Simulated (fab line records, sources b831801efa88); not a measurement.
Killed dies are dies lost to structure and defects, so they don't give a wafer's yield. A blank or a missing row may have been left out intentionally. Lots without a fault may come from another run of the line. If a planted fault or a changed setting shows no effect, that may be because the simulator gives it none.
Which tool is to blame? | flow sky130 | 24 lots with 72 wafers sampled at 4 steps, on a route of 708 steps

== WHAT THE GAUGES SHOWED, per wafer ==
SKY_METAL3_OVL_MEAS_14. Usual: for METAL3_OVL the level is 1 nm and the standard deviation is 4.8.
lot  | measured     | on         | METAL3_OVL (nm) | flag
L074 | day 37 20:52 | overlay-02 | -3 2 -1         |
L075 | day 38 03:40 | overlay-02 | 5 4 1           |
L076 | day 38 19:39 | overlay-01 | -3 -1 1         |
L077 | day 39 09:49 | overlay-02 | -3 3 -4         |
L078 | day 39 18:28 | overlay-01 | -1 2 5          |
L079 | day 39 18:46 | overlay-02 | 6 15 2          |
L080 | day 40 09:16 | overlay-02 | -2 -1 0         |
L081 | day 40 14:43 | overlay-01 | -12 -12 -12     |
L082 | day 40 20:42 | overlay-01 | 0 -5 -2         |
L083 | day 41 02:19 | overlay-02 | 1 -6 4          |
L084 | day 41 11:07 | overlay-01 | 1 -3 -1         |
L086 | day 41 15:13 | overlay-01 | -1 4 3          |
L085 | day 41 18:04 | overlay-02 | 3 3 1           |
L087 | day 42 05:37 | overlay-02 | 8 2 7           |
L088 | day 42 07:16 | overlay-02 | -6 1 -1         |
L089 | day 42 17:22 | overlay-02 | -5 0 -5         |
L090 | day 43 03:13 | overlay-01 | -1 1 8          |
L091 | day 43 05:16 | overlay-01 | 9 1 5           |
L093 | day 45 00:23 | overlay-01 | 11 1 5          |
L094 | day 45 00:46 | overlay-02 | -1 -4 1         |
L092 | day 45 02:22 | overlay-02 | 9 5 6           |
L095 | day 45 02:34 | overlay-02 | 2 -1 -3         |
L096 | day 45 05:07 | overlay-02 | 8 5 7           |
L097 | day 45 06:35 | overlay-01 | -1 1 2          |

== TOOL THAT RAN EACH LOT (tool first, then ch and the chambers of the sampled wafers, then the start) ==
lot  | SKY_VIA1_SPUTTER_20          | SKY_METAL2_SPUTTER_01        | SKY_METAL2_METAL_ETCH_19
L074 | pvd sputter-01, day 33 08:37 | pvd sputter-02, day 33 09:16 | rie metal-01 ch 0,1, day 34 12:14
L075 | pvd sputter-01, day 33 16:14 | pvd sputter-03, day 33 16:53 | rie metal-02 ch 0,1, day 34 18:15
L076 | pvd sputter-04, day 34 08:30 | pvd sputter-02, day 34 09:10 | rie metal-01 ch 0,1, day 35 11:11
L077 | pvd sputter-02, day 34 21:16 | pvd sputter-01, day 34 21:56 | rie metal-02 ch 0,1, day 36 00:17
L078 | pvd sputter-02, day 35 06:23 | pvd sputter-03, day 35 07:02 | rie metal-03 ch 0, day 36 09:50
L079 | pvd sputter-01, day 35 08:12 | pvd sputter-02, day 35 08:52 | rie metal-01 ch 0,1, day 36 11:08
L080 | pvd sputter-02, day 35 23:08 | pvd sputter-02, day 35 23:47 | rie metal-01 ch 0,1, day 37 02:41
L081 | pvd sputter-04, day 36 06:14 | pvd sputter-01, day 36 06:53 | rie metal-03 ch 1, day 37 09:17
L082 | pvd sputter-02, day 36 09:59 | pvd sputter-03, day 36 10:38 | rie metal-01 ch 0,1, day 37 13:48
L083 | pvd sputter-01, day 36 17:05 | pvd sputter-01, day 36 17:59 | rie metal-01 ch 0,1, day 37 20:17
L084 | pvd sputter-01, day 37 03:29 | pvd sputter-01, day 37 04:11 | rie metal-03 ch 0,1, day 38 06:35
L086 | pvd sputter-04, day 37 08:31 | pvd sputter-01, day 37 09:10 | rie metal-03 ch 0,1, day 38 11:00
L085 | pvd sputter-02, day 37 10:13 | pvd sputter-03, day 37 10:53 | rie metal-01 ch 0,1, day 38 12:41
L087 | pvd sputter-04, day 38 00:01 | pvd sputter-03, day 38 00:40 | rie metal-01 ch 0,1, day 39 01:39
L088 | pvd sputter-02, day 38 01:16 | pvd sputter-03, day 38 01:56 | rie metal-02 ch 0,1, day 39 03:31
L089 | pvd sputter-02, day 38 12:02 | pvd sputter-03, day 38 12:41 | rie metal-03 ch 0,1, day 39 14:20
L090 | pvd sputter-04, day 38 22:53 | pvd sputter-01, day 38 23:32 | rie metal-01 ch 0,1, day 40 00:52
L091 | pvd sputter-04, day 39 00:11 | pvd sputter-03, day 39 01:17 | rie metal-01 ch 0,1, day 40 02:43
L093 | pvd sputter-02, day 40 23:59 | pvd sputter-03, day 41 00:37 | rie metal-01 ch 0,1, day 42 00:16
L094 | pvd sputter-04, day 41 01:16 | pvd sputter-01, day 41 01:55 | rie metal-02 ch 0, day 42 01:26
L092 | pvd sputter-02, day 41 01:55 | pvd sputter-03, day 41 02:35 | rie metal-03 ch 0,1, day 42 01:51
L095 | pvd sputter-04, day 41 02:14 | pvd sputter-02, day 41 02:53 | rie metal-01 ch 0,1, day 42 02:32
L096 | pvd sputter-04, day 41 04:44 | pvd sputter-01, day 41 05:24 | rie metal-02 ch 0,1, day 42 05:04
L097 | pvd sputter-01, day 41 09:11 | pvd sputter-03, day 41 09:49 | rie metal-03 ch 0,1, day 42 09:49
- SKY_VIA1_SPUTTER_20: material TiN, target thk 20 nm, time 80 s.
- SKY_METAL2_SPUTTER_01: material TiN, target thk 20 nm, time 17.19 s.
- SKY_METAL2_METAL_ETCH_19: etches the open film in Cl2/BCl3, stops on SiO2, target depth 360 nm, time 78 s.

== AS READ BY THE TOOLS THEMSELVES (means over the sampled wafers that have a number; for cases with no such wafer, the mark the record gives instead) ==
SKY_VIA1_SPUTTER_20. Usual: cathode dc power W 4000.0 W, standard deviation 0.72; throttle valve pct 30.2 %, standard deviation 1.2.
lot  | tool           | cathode dc power W (W) | throttle valve pct (%) | flag
L074 | pvd sputter-01 | 4001.1                 | 30.1                   |
L075 | pvd sputter-01 | 4000.8                 | 31.0                   |
L076 | pvd sputter-04 | 3999.2                 | 30.4                   |
L077 | pvd sputter-02 | 3999.8                 | 30.4                   |
L078 | pvd sputter-02 | 3999.3                 | 30.2                   |
L079 | pvd sputter-01 | 3999.8                 | 30.6                   |
L080 | pvd sputter-02 | 4000.1                 | 30.6                   |
L081 | pvd sputter-04 | 4000.2                 | 30.8                   |
L082 | pvd sputter-02 | 4000.3                 | 29.5                   |
L083 | pvd sputter-01 | 3999.9                 | 30.1                   |
L084 | pvd sputter-01 | 4000.4                 | 30.5                   |
L086 | pvd sputter-04 | 4000.3                 | 29.4                   |
L085 | pvd sputter-02 | 4000.2                 | 29.5                   |
L087 | pvd sputter-04 | 3999.5                 | 30.7                   |
L088 | pvd sputter-02 | 4000.2                 | 29.5                   |
L089 | pvd sputter-02 | 3999.3                 | 29.2                   |
L090 | pvd sputter-04 | 4000.4                 | 30.8                   |
L091 | pvd sputter-04 | 4000.1                 | 30.0                   |
L093 | pvd sputter-02 | 3999.7                 | 30.2                   |
L094 | pvd sputter-04 | 4000.4                 | 29.5                   |
L092 | pvd sputter-02 | 3999.3                 | 30.2                   |
L095 | pvd sputter-04 | 3999.7                 | 30.0                   |
L096 | pvd sputter-04 | 4000.5                 | 29.7                   |
L097 | pvd sputter-01 | 3999.9                 | 30.6                   |

SKY_METAL2_SPUTTER_01. Usual: cathode dc power W 6500.0 W, standard deviation 1.2; throttle valve pct 30.0 %, standard deviation 1.4.
lot  | tool           | cathode dc power W (W) | throttle valve pct (%) | flag
L074 | pvd sputter-02 | 6499.4                 | 30.0                   |
L075 | pvd sputter-03 | 6500.7                 | 28.8                   |
L076 | pvd sputter-02 | 6499.1                 | 31.0                   |
L077 | pvd sputter-01 | 6500.1                 | 30.6                   |
L078 | pvd sputter-03 | 6500.0                 | 30.8                   |
L079 | pvd sputter-02 | 6500.5                 | 29.5                   |
L080 | pvd sputter-02 | 6499.4                 | 30.7                   |
L081 | pvd sputter-01 | 6500.5                 | 30.7                   |
L082 | pvd sputter-03 | 6499.3                 | 29.5                   |
L083 | pvd sputter-01 | 6500.3                 | 30.1                   |
L084 | pvd sputter-01 | 6499.1                 | 30.1                   |
L086 | pvd sputter-01 | 6499.8                 | 30.7                   |
L085 | pvd sputter-03 | 6499.9                 | 28.7                   |
L087 | pvd sputter-03 | 6499.9                 | 30.0                   |
L088 | pvd sputter-03 | 6499.2                 | 30.1                   |
L089 | pvd sputter-03 | 6499.7                 | 30.1                   |
L090 | pvd sputter-01 | 6500.0                 | 30.0                   |
L091 | pvd sputter-03 | 6499.7                 | 30.0                   |
L093 | pvd sputter-03 | 6501.9                 | 30.1                   |
L094 | pvd sputter-01 | 6499.6                 | 30.5                   |
L092 | pvd sputter-03 | 6498.8                 | 30.7                   |
L095 | pvd sputter-02 | 6500.1                 | 30.3                   |
L096 | pvd sputter-01 | 6499.6                 | 31.0                   |
L097 | pvd sputter-03 | 6501.3                 | 28.6                   |

SKY_METAL2_METAL_ETCH_19. Usual: drypump motor current A 5.6 A, standard deviation 0.59; mfc cl2 sccm 60.04 sccm, standard deviation 0.19; oes product au 0.855 a.u., standard deviation 0.0055; throttle valve pct 22.265 %, standard deviation 0.0082.
lot  | tool         | drypump motor current A (A) | mfc cl2 sccm (sccm) | oes product au (a.u.) | throttle valve pct (%) | flag
L074 | rie metal-01 | 5.4                         | 60.24               | 0.851                 | 22.258                 |
L075 | rie metal-02 | 6.1                         | 60.11               | 0.851                 | 22.259                 |
L076 | rie metal-01 | 5.6                         | 60.11               | 0.851                 | 22.264                 |
L077 | rie metal-02 | 5.7                         | 60.02               | 0.853                 | 22.267                 |
L078 | rie metal-03 | 6.4                         | 60.01               | 0.855                 | 22.259                 |
L079 | rie metal-01 | 5.3                         | 60.24               | 0.854                 | 22.262                 |
L080 | rie metal-01 | 5.6                         | 60.10               | 0.856                 | 22.270                 |
L081 | rie metal-03 | 4.7                         | 60.12               | 0.851                 | 22.259                 |
L082 | rie metal-01 | 5.4                         | 59.92               | 0.856                 | 22.265                 |
L083 | rie metal-01 | 5.4                         | 59.94               | 0.854                 | 22.266                 |
L084 | rie metal-03 | 5.3                         | 60.26               | 0.855                 | 22.272                 |
L086 | rie metal-03 | 5.8                         | 59.99               | 0.854                 | 22.261                 |
L085 | rie metal-01 | 5.6                         | 59.88               | 0.859                 | 22.270                 |
L087 | rie metal-01 | 5.6                         | 59.85               | 0.857                 | 22.265                 |
L088 | rie metal-02 | 6.0                         | 60.07               | 0.849                 | 22.259                 |
L089 | rie metal-03 | 5.8                         | 60.01               | 0.852                 | 22.263                 |
L090 | rie metal-01 | 5.4                         | 60.06               | 0.857                 | 22.264                 |
L091 | rie metal-01 | 5.4                         | 60.06               | 0.850                 | 22.270                 |
L093 | rie metal-01 | 5.3                         | 59.91               | 0.860                 | 22.274                 |
L094 | rie metal-02 | 6.4                         | 60.09               | 0.853                 | 22.270                 |
L092 | rie metal-03 | 5.8                         | 59.91               | 0.850                 | 22.266                 |
L095 | rie metal-01 | 5.5                         | 59.91               | 0.856                 | 22.262                 |
L096 | rie metal-02 | 6.0                         | 60.14               | 0.852                 | 22.271                 |
L097 | rie metal-03 | 5.8                         | 59.97               | 0.854                 | 22.272                 |

== THE ANSWER, worked out from the rows above alone ==
Rule: lot off if the mean of its wafers having a number is beyond 3 standard deviations from the usual mean. Also off: a lot with no number at a reading for which 4 or more lots have one. Any other lot the step has rows for is counted as sound. First the gauges in route order, then the tools' own readings, where a lot's mean is used as printed above. At the first step where some lot is off, the reading lying furthest off is the one used; lots without a number count as furthest.
Across all readings shown, no lot is off: no conclusion can be drawn from this.

== WHAT WAS PUT IN BY THE SIMULATOR ==
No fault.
